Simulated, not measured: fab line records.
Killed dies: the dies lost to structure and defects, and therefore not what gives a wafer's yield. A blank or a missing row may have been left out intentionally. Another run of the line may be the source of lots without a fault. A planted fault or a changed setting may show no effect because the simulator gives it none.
Matching of chambers :: flow sky130 :: SKY_FIELD_ISO_ETCH_17 on rie_si-02: 4 sister chambers
The step etches Si in HBr/Cl2/O2, target depth 342 nm, time 97.7 s. 24 wafers are shown with their chamber, then 12 later ones without.

== EACH WAFER AND ITS CHAMBER ==
wafer: L075.1
chamber: 3
drypump_motor_current_A (A): 5.5
he_backside_leak_sccm (sccm): 2.70
oes_product_au (a.u.): 0.985

wafer: L075.4
chamber: 1
drypump_motor_current_A (A): 5.8
he_backside_leak_sccm (sccm): 2.62
oes_product_au (a.u.): 0.996

wafer: L075.6
chamber: 3
drypump_motor_current_A (A): 5.5
he_backside_leak_sccm (sccm): 3.04
oes_product_au (a.u.): 0.977

wafer: L077.1
chamber: 3
drypump_motor_current_A (A): 5.5
he_backside_leak_sccm (sccm): 2.87
oes_product_au (a.u.): 0.992

wafer: L077.4
chamber: 1
drypump_motor_current_A (A): 5.9
he_backside_leak_sccm (sccm): 2.63
oes_product_au (a.u.): 0.976

wafer: L077.5
chamber: 1
drypump_motor_current_A (A): 5.8
he_backside_leak_sccm (sccm): 2.68
oes_product_au (a.u.): 0.996

wafer: L078.1
chamber: 3
drypump_motor_current_A (A): 5.5
he_backside_leak_sccm (sccm): 2.84
oes_product_au (a.u.): 1.002

wafer: L078.3
chamber: 2
drypump_motor_current_A (A): 5.6
he_backside_leak_sccm (sccm): 2.62
oes_product_au (a.u.): 1.008

wafer: L078.6
chamber: 3
drypump_motor_current_A (A): 5.5
he_backside_leak_sccm (sccm): 2.82
oes_product_au (a.u.): 0.985

wafer: L081.3
chamber: 0
drypump_motor_current_A (A): 5.1
he_backside_leak_sccm (sccm): 2.47
oes_product_au (a.u.): 1.008

wafer: L081.5
chamber: 0
drypump_motor_current_A (A): 5.1
he_backside_leak_sccm (sccm): 2.52
oes_product_au (a.u.): 1.010

wafer: L081.6
chamber: 1
drypump_motor_current_A (A): 5.8
he_backside_leak_sccm (sccm): 2.63
oes_product_au (a.u.): 0.996

wafer: L085.3
chamber: 2
drypump_motor_current_A (A): 5.6
he_backside_leak_sccm (sccm): 2.57
oes_product_au (a.u.): 0.980

wafer: L085.5
chamber: 1
drypump_motor_current_A (A): 5.8
he_backside_leak_sccm (sccm): 2.64
oes_product_au (a.u.): 0.989

wafer: L085.6
chamber: 0
drypump_motor_current_A (A): 5.1
he_backside_leak_sccm (sccm): 2.49
oes_product_au (a.u.): 1.011

wafer: L086.1
chamber: 3
drypump_motor_current_A (A): 5.5
he_backside_leak_sccm (sccm): 3.05
oes_product_au (a.u.): 0.988

wafer: L086.2
chamber: 0
drypump_motor_current_A (A): 5.1
he_backside_leak_sccm (sccm): 2.53
oes_product_au (a.u.): 1.006

wafer: L086.4
chamber: 1
drypump_motor_current_A (A): 5.8
he_backside_leak_sccm (sccm): 2.67
oes_product_au (a.u.): 0.996

wafer: L090.2
chamber: 0
drypump_motor_current_A (A): 5.1
he_backside_leak_sccm (sccm): 2.77
oes_product_au (a.u.): 0.998

wafer: L090.4
chamber: 3
drypump_motor_current_A (A): 5.5
he_backside_leak_sccm (sccm): 2.98
oes_product_au (a.u.): 0.980

wafer: L090.5
chamber: 1
drypump_motor_current_A (A): 5.8
he_backside_leak_sccm (sccm): 2.62
oes_product_au (a.u.): 1.000

wafer: L091.3
chamber: 2
drypump_motor_current_A (A): 5.7
he_backside_leak_sccm (sccm): 2.58
oes_product_au (a.u.): 0.987

wafer: L091.4
chamber: 3
drypump_motor_current_A (A): 5.5
he_backside_leak_sccm (sccm): 2.70
oes_product_au (a.u.): 0.993

wafer: L091.5
chamber: 2
drypump_motor_current_A (A): 5.6
he_backside_leak_sccm (sccm): 2.56
oes_product_au (a.u.): 0.989

SIGNATURES (averages over the wafers above)
reading: drypump_motor_current_A
chamber 0: 5.100
chamber 1: 5.814
chamber 2: 5.625
chamber 3: 5.500
scatter within a chamber: 0.0283

reading: he_backside_leak_sccm
chamber 0: 2.5560
chamber 1: 2.6414
chamber 2: 2.5825
chamber 3: 2.8750
scatter within a chamber: 0.0999

reading: oes_product_au
chamber 0: 1.00660
chamber 1: 0.99271
chamber 2: 0.99100
chamber 3: 0.98775
scatter within a chamber: 0.00826
Rule: for each reading, subtract the chamber's mean from the wafer's reading, divide by that reading's scatter and square the result; add these up over the readings and take the root, which gives the wafer's distance from the chamber. If the next closest chamber is less than 2 further off than the closest, the wafer can't be placed; otherwise it belongs to the closest. The scatter: take each reading less its chamber's mean, square it, sum over the shown wafers, divide by the number of wafers less the number of chambers, and take the root.

== WAFERS WITHOUT THEIR CHAMBER ==
wafer: L092.2
drypump_motor_current_A (A): 5.9
he_backside_leak_sccm (sccm): 2.59
oes_product_au (a.u.): 1.004

wafer: L092.4
drypump_motor_current_A (A): 5.1
he_backside_leak_sccm (sccm): 2.67
oes_product_au (a.u.): 0.998

wafer: L092.6
drypump_motor_current_A (A): 5.6
he_backside_leak_sccm (sccm): 2.46
oes_product_au (a.u.): 0.992

wafer: L093.1
drypump_motor_current_A (A): 5.6
he_backside_leak_sccm (sccm): 2.39
oes_product_au (a.u.): 0.995

wafer: L093.2
drypump_motor_current_A (A): 5.5
he_backside_leak_sccm (sccm): 2.85
oes_product_au (a.u.): 0.986

wafer: L093.6
drypump_motor_current_A (A): 5.6
he_backside_leak_sccm (sccm): 2.39
oes_product_au (a.u.): 0.999

wafer: L095.1
drypump_motor_current_A (A): 5.8
he_backside_leak_sccm (sccm): 2.65
oes_product_au (a.u.): 0.996

wafer: L095.3
drypump_motor_current_A (A): 5.6
he_backside_leak_sccm (sccm): 2.52
oes_product_au (a.u.): 0.985

wafer: L095.5
drypump_motor_current_A (A): 5.1
he_backside_leak_sccm (sccm): 2.28
oes_product_au (a.u.): 0.999

wafer: L097.1
drypump_motor_current_A (A): 5.5
he_backside_leak_sccm (sccm): 3.16
oes_product_au (a.u.): 0.994

wafer: L097.2
drypump_motor_current_A (A): 5.0
he_backside_leak_sccm (sccm): 2.44
oes_product_au (a.u.): 0.996

wafer: L097.5
drypump_motor_current_A (A): 5.5
he_backside_leak_sccm (sccm): 3.15
oes_product_au (a.u.): 0.994

== THE CHAMBER EACH PASSED THROUGH ==
wafer: L092.2
from the rows above: 1
in truth: 1

wafer: L092.4
from the rows above: 0
in truth: 0

wafer: L092.6
from the rows above: 2
in truth: 2

wafer: L093.1
from the rows above: 2
in truth: 2

wafer: L093.2
from the rows above: 3
in truth: 3

wafer: L093.6
from the rows above: 2
in truth: 2

wafer: L095.1
from the rows above: 1
in truth: 1

wafer: L095.3
from the rows above: 2
in truth: 2

wafer: L095.5
from the rows above: 0
in truth: 0

wafer: L097.1
from the rows above: 3
in truth: 3

wafer: L097.2
from the rows above: 0
in truth: 0

wafer: L097.5
from the rows above: 3
in truth: 3
12 of 12 placed correctly. Not placeable from these rows: 0. Placed wrongly: 0.
